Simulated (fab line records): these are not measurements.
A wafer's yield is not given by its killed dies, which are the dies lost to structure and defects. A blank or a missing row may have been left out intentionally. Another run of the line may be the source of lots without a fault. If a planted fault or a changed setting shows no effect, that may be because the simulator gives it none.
The same fault as seen by 2 desks ; flow gf180mcu ; each desk has only its own numbers; what lay behind them comes last

== THE METROLOGY DESK ==
Lot by lot, what the gauges showed, no matter which tool ran the lot: averages of those sampled wafers that carry a number. The brackets show how far a lot's mean lies from the usual mean; more than 4 standard deviations puts the lot out of limits, marked OUT.
Columns: A = V2_OVL at GF_V2_OVL_MEAS_15, usual -5 nm
lot;first seen here;A
L408;day 21 06:33;-5
L409;day 21 15:54;2
L410;day 21 23:10;-6
L411;day 22 14:32;-7
L412;day 22 21:16;-6
L413;day 23 05:46;-8
L414;day 23 10:31;-5
L415;day 24 01:27;-7
L417;day 24 22:37;-5
L418;day 25 08:37;-0
L425;day 27 03:30;3
L427;day 27 20:13;-4
L428;day 28 02:19;-8
This desk's finding: nothing out of limits on any of the 13 lots.

== FOR THE TOOL OWNER'S DESK: rie-diel-03 ==
The tool's own readings at GF_V2_ETCH_17 (etches SiO2 in C4F8/O2/Ar, stops on TiN, target depth 630 nm): means of the sampled wafers that have a number, for each lot that ran on this tool. The brackets show how far a lot's mean lies from the usual mean; more than 4 standard deviations puts the lot out of limits, marked OUT.
Columns: A = oes-product-au at GF_V2_ETCH_17, usual 0.856 a.u.; B = rf-fwd-power-W at GF_V2_ETCH_17, usual 1494 W
lot;first seen here;A;B
L409;day 21 15:00;0.854;1490
L413;day 23 05:00;0.856;1491
L415;day 24 01:00;0.852;1491
L417;day 24 22:00;0.855;1653 (+33) OUT
L418;day 25 08:00;0.850;1569 (+15) OUT
L427;day 27 20:00;0.852;1490
This desk finds L417, L418 out of limits, L417 being first, at day 24 22:00 (rf-fwd-power-W at GF_V2_ETCH_17). Within limits: L409, L413, L415, L427.

== ALL TOGETHER ==
At day 24 22:00, on L417, L418, the tool owner's desk was in a position to raise an alarm.
Nothing out of limits was seen by the metrology desk.
The metrology desk holds a record of L417, L418, inside its limits.
The lots listed all ran GF_V2_ETCH_17 on rie-diel-03.

== WHAT HAD BEEN PUT IN BY THE SIMULATOR ==
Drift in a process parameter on rie-diel-03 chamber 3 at GF_V2_ETCH_17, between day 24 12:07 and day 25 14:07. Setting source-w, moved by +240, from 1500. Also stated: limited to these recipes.
Lots struck among those shown: L417, L418.
Each desk's first reading out of limits, in hours after the fault started: the tool owner's desk, 10.
